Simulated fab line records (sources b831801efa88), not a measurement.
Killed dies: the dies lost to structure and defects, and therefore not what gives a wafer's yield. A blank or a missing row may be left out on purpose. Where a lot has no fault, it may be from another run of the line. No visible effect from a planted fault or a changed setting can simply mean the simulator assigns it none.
fab line records + flow sky130 + part 2 of 2: steps 27 to 41 of 41
[record]
- lots = 5
- wafers = 15
- last-day = 50
route steps=708 shown CONTACT@428 METAL1@434 VIA1@458
lots with no fault: from the same line, run without faults
start-h: the number of hours between the record's first day and the start of the first shown wafer of the lot + wait-h: time in hours since the lot's previous step + " repeats the value in the row above + L1.1+2: several wafers, shown together as one row + - value missing, or start not given + * or withheld: withheld + < > ~ a bound
route shown NAME@n: a module of which the file shows steps, and the number in the route of the first + usual: the fault-free wafers' mean and standard deviation + same: alike in all rows + chamber/n: place in a boat + sites: the reading at each site + _std_site: the standard deviation of these + _edge_site: outer sites' mean less inner sites' + radius-mm: for every site, how far away it sits from the centre of the wafer + mask NAME#n: copy n + behind: tool/chamber where the wafer was last shaped + hold: why the lot went on hold/how many hours it stayed there/how the hold came to an end + device: which transistor (n, p or np) failed to switch + end of line: the tests these same wafers got at the end of their route + where a step has no rows: the recipe by itself + killed: at the first sort, the dies lost to defects and structure; wafer yield is something else + map: the dies of a wafer, with x for killed, . for not killed, _ for no die there
set.NAME: the setting as run; set.NAME@STEP: as run at that earlier step + model.NAME: the simulator's own value behind a step, which no gauge read
a table for each step, a row for each wafer; lots at some steps of the route
services: from which hour (start-h, from the record's first day; less than 0 if before it) a tool's chamber was out of use, for how many hours, and why
[[steps]]
[step SKY_METAL1_STRIP_20]
[recipe]
- chemistry = O2/N2
- power-w = 1400
- pressure-mtorr = 1500
- platen-temp-c = withheld
- o2-flow-sccm = 3000
- n2-flow-sccm = 300
- overash-fraction = 0.5
[usual]
- drypump-motor-current-A = 5.85/0.16
- n2-flow-sccm = 299.9/0.91
- oes-product-au = 0.343/0.0043
- strip-time-to-endpoint-s = 2.70/0.034
[same]
- overash-fraction = 0.5
| lot.wafer | tool            | chamber | start-h | wait-h | drypump-motor-current-A | n2-flow-sccm | oes-product-au | rf-hours-counter-h | strip-time-to-endpoint-s |
|-----------|-----------------|---------|---------|--------|-------------------------|--------------|----------------|--------------------|--------------------------|
| L084.1    | plasma-asher-02 | 1       | 838.17  | 0.1    | 5.57                    | 300.5        | 0.344          | 100                | 2.68                     |
| L084.5    | "               | 0       | "       | "      | 5.98                    | 300.0        | 0.340          | -                  | 2.69                     |
| L084.6    | "               | 1       | "       | "      | 5.58                    | 301.7        | 0.345          | -                  | 2.70                     |
| L089.1    | plasma-asher-02 | 1       | 882.91  | 0.1    | 5.59                    | 299.8        | 0.346          | 104                | 2.73                     |
| L089.3    | "               | 1       | "       | "      | 5.56                    | 297.8        | 0.341          | -                  | 2.72                     |
| L089.6    | "               | 1       | "       | "      | 5.57                    | 298.6        | 0.345          | -                  | 2.74                     |
| L093.2    | plasma-asher-03 | 0       | 903.40  | 0.1    | 5.99                    | 298.5        | 0.340          | 45                 | 2.69                     |
| L093.3    | "               | 0       | "       | "      | 5.99                    | 299.8        | 0.340          | -                  | 2.67                     |
| L093.4    | "               | 1       | "       | "      | 5.63                    | 300.9        | 0.339          | -                  | 2.65                     |
| L096.1    | plasma-asher-01 | 0       | 925.71  | 0.1    | 5.93                    | 299.9        | 0.345          | 82                 | 2.68                     |
| L096.2    | "               | 1       | "       | "      | 5.90                    | 300.5        | 0.346          | 82                 | 2.67                     |
| L096.6    | "               | 0       | "       | "      | 5.95                    | 299.9        | 0.339          | -                  | 2.70                     |
| L097.1    | plasma-asher-01 | 0       | 933.86  | 0.1    | 5.92                    | 300.1        | 0.349          | 83                 | 2.69                     |
| L097.4    | "               | 1       | "       | "      | 5.92                    | 301.3        | 0.337          | -                  | 2.72                     |
| L097.5    | "               | 0       | "       | "      | 5.89                    | 299.6        | 0.343          | -                  | 2.72                     |
[step SKY_METAL1_STRIP_21]
[recipe]
- chemistry = post-etch-residue-remover
- time-s = 1200
- temp-c = 72.5
| lot.wafer  | tool         | chamber | start-h | wait-h |
|------------|--------------|---------|---------|--------|
| L084.1+5+6 | wet-bench-04 | 1       | 838.27  | 0.1    |
| L089.1+3+6 | wet-bench-03 | 3       | 883.01  | 0.1    |
| L093.2+3+4 | wet-bench-01 | 2       | 903.50  | 0.1    |
| L096.1+2+6 | wet-bench-01 | 0       | 925.81  | 0.1    |
| L097.1+4+5 | wet-bench-03 | 3       | 933.96  | 0.1    |
[step SKY_METAL1_CLEAN_22]
[recipe]
- chemistry = IPA
- time-s = 180
- temp-c = 25
| lot.wafer  | tool         | chamber | start-h | wait-h |
|------------|--------------|---------|---------|--------|
| L084.1+5+6 | wet-bench-01 | 2       | 838.65  | 0.0    |
| L089.1+3+6 | wet-bench-01 | 0       | 883.38  | 0.0    |
| L093.2+3+4 | wet-bench-03 | 3       | 903.84  | 0.0    |
| L096.1+2+6 | wet-bench-03 | 2       | 926.15  | 0.0    |
| L097.1+4+5 | wet-bench-01 | 0       | 934.30  | 0.0    |
[step SKY_METAL1_CLEAN_23]
[recipe]
- chemistry = O3/DIW
- dry = n2-spin
| lot.wafer  | tool         | chamber | start-h | wait-h |
|------------|--------------|---------|---------|--------|
| L084.1+5+6 | wet-bench-03 | 3       | 838.71  | 0.0    |
| L089.1+3+6 | wet-bench-03 | 3       | 883.44  | 0.0    |
| L093.2+3+4 | wet-bench-04 | 3       | 903.90  | 0.0    |
| L096.1+2+6 | wet-bench-01 | 1       | 926.21  | 0.0    |
| L097.1+4+5 | wet-bench-04 | 3       | 934.37  | 0.0    |
[step SKY_VIA1_HDPCVD_00]
[recipe]
- material = SiO2
- target-thk-nm = 1030
- sigma-open-frac = 0.3
- time-s = 171.7
- temp-c = 400
- sih4-flow-sccm = 60
- pressure-mtorr = 6
[usual]
- pressure-mtorr = 5.998/0.013
| lot.wafer | tool      | chamber | start-h | wait-h | pressure-mtorr |
|-----------|-----------|---------|---------|--------|----------------|
| L084.1    | hdpcvd-01 | 0       | 838.91  | 0.0    | 5.993          |
| L084.5    | "         | 0       | "       | "      | 6.006          |
| L084.6    | "         | 2       | "       | "      | 6.015          |
| L089.1    | hdpcvd-02 | 2       | 883.54  | 0.0    | 5.980          |
| L089.3    | "         | 1       | "       | "      | 5.987          |
| L089.6    | "         | 2       | "       | "      | 6.007          |
| L093.2    | hdpcvd-02 | 1       | 903.99  | 0.0    | 6.010          |
| L093.3    | "         | 2       | "       | "      | 6.014          |
| L093.4    | "         | 2       | "       | "      | 5.999          |
| L096.1    | hdpcvd-02 | 0       | 926.30  | 0.0    | 5.991          |
| L096.2    | "         | 2       | "       | "      | 5.998          |
| L096.6    | "         | 1       | "       | "      | 5.992          |
| L097.1    | hdpcvd-02 | 1       | 934.46  | 0.0    | 6.006          |
| L097.4    | "         | 2       | "       | "      | 5.979          |
| L097.5    | "         | 0       | "       | "      | 5.988          |
[step SKY_VIA1_THK_MEAS_01]
[recipe]
- reads = SiO2_of_VIA1_HDPCVD_00
[usual]
- VIA1_HDPCVD_THK = 1023/11
| lot.wafer | tool          | chamber | start-h | wait-h | VIA1_HDPCVD_THK[nm] |
|-----------|---------------|---------|---------|--------|---------------------|
| L084.1    | film-metro-04 | -       | 839.02  | 0.1    | 1029                |
| L084.5    | "             | -       | "       | "      | 1033                |
| L084.6    | "             | -       | "       | "      | 1014                |
| L089.1    | film-metro-04 | -       | 883.66  | 0.1    | 1006                |
| L089.3    | "             | -       | "       | "      | 1011                |
| L089.6    | "             | -       | "       | "      | 1019                |
| L093.2    | film-metro-03 | -       | 904.11  | 0.1    | 1015                |
| L093.3    | "             | -       | "       | "      | 1024                |
| L093.4    | "             | -       | "       | "      | 1017                |
| L096.1    | film-metro-02 | -       | 926.41  | 0.1    | 1015                |
| L096.2    | "             | -       | "       | "      | 1021                |
| L096.6    | "             | -       | "       | "      | 1014                |
| L097.1    | film-metro-03 | -       | 934.57  | 0.1    | 1023                |
| L097.4    | "             | -       | "       | "      | 1040                |
| L097.5    | "             | -       | "       | "      | 1010                |
[step SKY_VIA1_CMP_02]
[recipe]
- material = SiO2
- down-force-psi = 4
- platen-rpm = 60
- pad-velocity-m-s = 0.94248
[usual]
- motor-current-A = 12.5/1.2
| lot.wafer | tool   | chamber | start-h | wait-h | motor-current-A |
|-----------|--------|---------|---------|--------|-----------------|
| L084.1    | cmp-02 | 1       | 839.08  | 0.1    | 11.7            |
| L084.5    | "      | 1       | "       | "      | 12.4            |
| L084.6    | "      | 2       | "       | "      | 13.8            |
| L089.1    | cmp-02 | 2       | 883.78  | 0.1    | 13.4            |
| L089.3    | "      | 3       | "       | "      | 11.9            |
| L089.6    | "      | 2       | "       | "      | 14.1            |
| L093.2    | cmp-01 | 0       | 904.16  | 0.0    | 13.1            |
| L093.3    | "      | 1       | "       | "      | 10.8            |
| L093.4    | "      | 2       | "       | "      | 16.1            |
| L096.1    | cmp-02 | 0       | 926.60  | 0.2    | 10.3            |
| L096.2    | "      | 2       | "       | "      | 14.1            |
| L096.6    | "      | 3       | "       | "      | 12.3            |
| L097.1    | cmp-02 | 1       | 934.63  | 0.1    | 12.1            |
| L097.4    | "      | 3       | "       | "      | 11.7            |
| L097.5    | "      | 1       | "       | "      | 12.6            |
[step SKY_VIA1_BOW_MEAS_03]
[recipe]
- mode = bow
[usual]
- VIA1_BOW = 77/7.3
| lot.wafer | tool          | chamber | start-h | wait-h | VIA1_BOW[um] |
|-----------|---------------|---------|---------|--------|--------------|
| L084.1    | film-metro-02 | -       | 839.38  | 0.2    | 71           |
| L084.5    | "             | -       | "       | "      | 72           |
| L084.6    | "             | -       | "       | "      | 73           |
| L089.1    | film-metro-02 | -       | 884.03  | 0.2    | 64           |
| L089.3    | "             | -       | "       | "      | 78           |
| L089.6    | "             | -       | "       | "      | 85           |
| L093.2    | film-metro-03 | -       | 904.48  | 0.3    | 69           |
| L093.3    | "             | -       | "       | "      | 90           |
| L093.4    | "             | -       | "       | "      | 73           |
| L096.1    | film-metro-02 | -       | 926.85  | 0.2    | 84           |
| L096.2    | "             | -       | "       | "      | 91           |
| L096.6    | "             | -       | "       | "      | 72           |
| L097.1    | film-metro-04 | -       | 934.93  | 0.2    | 69           |
| L097.4    | "             | -       | "       | "      | 77           |
| L097.5    | "             | -       | "       | "      | 80           |
[step SKY_VIA1_DEHYDRATE_04]
[recipe]
- temp-c = 200
- time-s = 60
| lot.wafer  | tool           | chamber | start-h | wait-h |
|------------|----------------|---------|---------|--------|
| L084.1+5+6 | litho-track-04 | 0       | 853.07  | 13.7   |
| L089.1+3+6 | litho-track-01 | 0       | 896.02  | 12.0   |
| L093.2+3+4 | litho-track-01 | 0       | 915.59  | 11.1   |
| L096.1+2+6 | litho-track-01 | 0       | 938.47  | 11.6   |
| L097.1+4+5 | litho-track-03 | 0       | 946.31  | 11.4   |
[step SKY_VIA1_HMDS_05]
[recipe]
- prime-time-s = 60
- prime-temp-c = 120
| lot.wafer  | tool           | chamber | start-h | wait-h |
|------------|----------------|---------|---------|--------|
| L084.1+5+6 | litho-track-04 | 0       | 853.22  | 0.1    |
| L089.1+3+6 | litho-track-01 | 0       | 896.17  | 0.1    |
| L093.2+3+4 | litho-track-01 | 0       | 915.74  | 0.1    |
| L096.1+2+6 | litho-track-01 | 0       | 938.62  | 0.1    |
| L097.1+4+5 | litho-track-03 | 0       | 946.46  | 0.1    |
[step SKY_VIA1_COAT_06]
[recipe]
- resist = BARC
- temp-c = withheld
- time-s = withheld
- spin-rpm = 3000
- resist-thk-nm = 60
| lot.wafer  | tool           | chamber | start-h | wait-h |
|------------|----------------|---------|---------|--------|
| L084.1+5+6 | litho-track-04 | 0       | 853.37  | 0.1    |
| L089.1+3+6 | litho-track-01 | 0       | 896.32  | 0.1    |
| L093.2+3+4 | litho-track-01 | 0       | 915.89  | 0.1    |
| L096.1+2+6 | litho-track-01 | 0       | 938.77  | 0.1    |
| L097.1+4+5 | litho-track-03 | 0       | 946.61  | 0.1    |
[step SKY_VIA1_COAT_07]
[recipe]
- resist = KrF-thick
- spin-rpm = 3000
- resist-thk-nm = 450
| lot.wafer  | tool           | chamber | start-h | wait-h |
|------------|----------------|---------|---------|--------|
| L084.1+5+6 | litho-track-04 | 0       | -       | -      |
| L089.1+3+6 | litho-track-01 | 0       | -       | -      |
| L093.2+3+4 | litho-track-01 | 0       | -       | -      |
| L096.1+2+6 | litho-track-01 | 0       | -       | -      |
| L097.1+4+5 | litho-track-03 | 0       | -       | -      |
[step SKY_VIA1_SOFTBAKE_08]
[recipe]
- temp-c = 100
- time-s = 90
- resist = KrF-thick
| lot.wafer  | tool           | chamber | start-h | wait-h |
|------------|----------------|---------|---------|--------|
| L084.1+5+6 | litho-track-04 | 0       | -       | -      |
| L089.1+3+6 | litho-track-01 | 0       | -       | -      |
| L093.2+3+4 | litho-track-01 | 0       | -       | -      |
| L096.1+2+6 | litho-track-01 | 0       | -       | -      |
| L097.1+4+5 | litho-track-03 | 0       | -       | -      |
[step SKY_VIA1_EXPOSE_09]
[recipe]
- mask-id = VIM
- na = 0.8
- source-shape = annular
- sigma-inner = 0.55
- sigma-outer = 0.85
- target-cd-nm = 150
- dose-mj = 38
| lot.wafer  | tool           | chamber | start-h | wait-h | mask  |
|------------|----------------|---------|---------|--------|-------|
| L084.1+5+6 | krf-scanner-01 | 0       | -       | -      | VIM#0 |
| L089.1+3+6 | krf-scanner-02 | 0       | -       | -      | VIM#0 |
| L093.2+3+4 | krf-scanner-02 | 0       | -       | -      | VIM#0 |
| L096.1+2+6 | krf-scanner-01 | 0       | -       | -      | VIM#0 |
| L097.1+4+5 | krf-scanner-01 | 0       | -       | -      | VIM#0 |
[step SKY_VIA1_PEB_10]
[recipe]
- peb-temp-c = withheld
- peb-time-s = withheld
- resist = KrF-thick
| lot.wafer  | tool           | chamber | start-h | wait-h |
|------------|----------------|---------|---------|--------|
| L084.1+5+6 | litho-track-01 | 0       | -       | -      |
| L089.1+3+6 | litho-track-03 | 0       | -       | -      |
| L093.2+3+4 | litho-track-04 | 0       | -       | -      |
| L096.1+2+6 | litho-track-03 | 0       | -       | -      |
| L097.1+4+5 | litho-track-01 | 0       | -       | -      |
[[services]]
| tool           | chamber | start-h | hours | kind   |
|----------------|---------|---------|-------|--------|
| krf-scanner-01 | -       | 788.90  | 17.8  | repair |
| cmp-01         | -       | 801.21  | 0.7   | repair |
| cmp-02         | -       | 801.94  | 3.8   | pm     |
| wet-bench-03   | -       | 806.36  | 1.9   | pm     |
| krf-scanner-01 | -       | 806.74  | 1.0   | pm     |
| wet-bench-01   | -       | 807.14  | 1.9   | repair |
| krf-scanner-02 | -       | 807.74  | 4.0   | pm     |
| cmp-02         | -       | 808.34  | 0.3   | repair |
| krf-scanner-02 | -       | 812.02  | 1.0   | pm     |
| krf-scanner-01 | -       | 832.18  | 4.4   | pm     |
| cmp-01         | -       | 836.15  | 2.3   | repair |
| krf-scanner-02 | -       | 850.58  | 4.4   | pm     |
| cmp-02         | -       | 856.34  | 0.8   | repair |
| cmp-02         | -       | 879.96  | 1.3   | repair |
| cmp-01         | -       | 881.02  | 5.1   | repair |
| cmp-02         | -       | 890.57  | 10.9  | pm     |
| krf-scanner-01 | -       | 893.53  | 0.6   | repair |
| cmp-01         | -       | 912.30  | 4.0   | pm     |
| cmp-01         | -       | 918.90  | 8.5   | repair |
| cmp-02         | -       | 927.13  | 1.0   | repair |
| cmp-01         | -       | 932.15  | 14.6  | pm     |
| rie-metal-03   | 0       | 944.44  | 4.7   | repair |
| krf-scanner-01 | -       | 949.17  | 1.3   | pm     |
| krf-scanner-01 | -       | 950.47  | 0.8   | pm     |
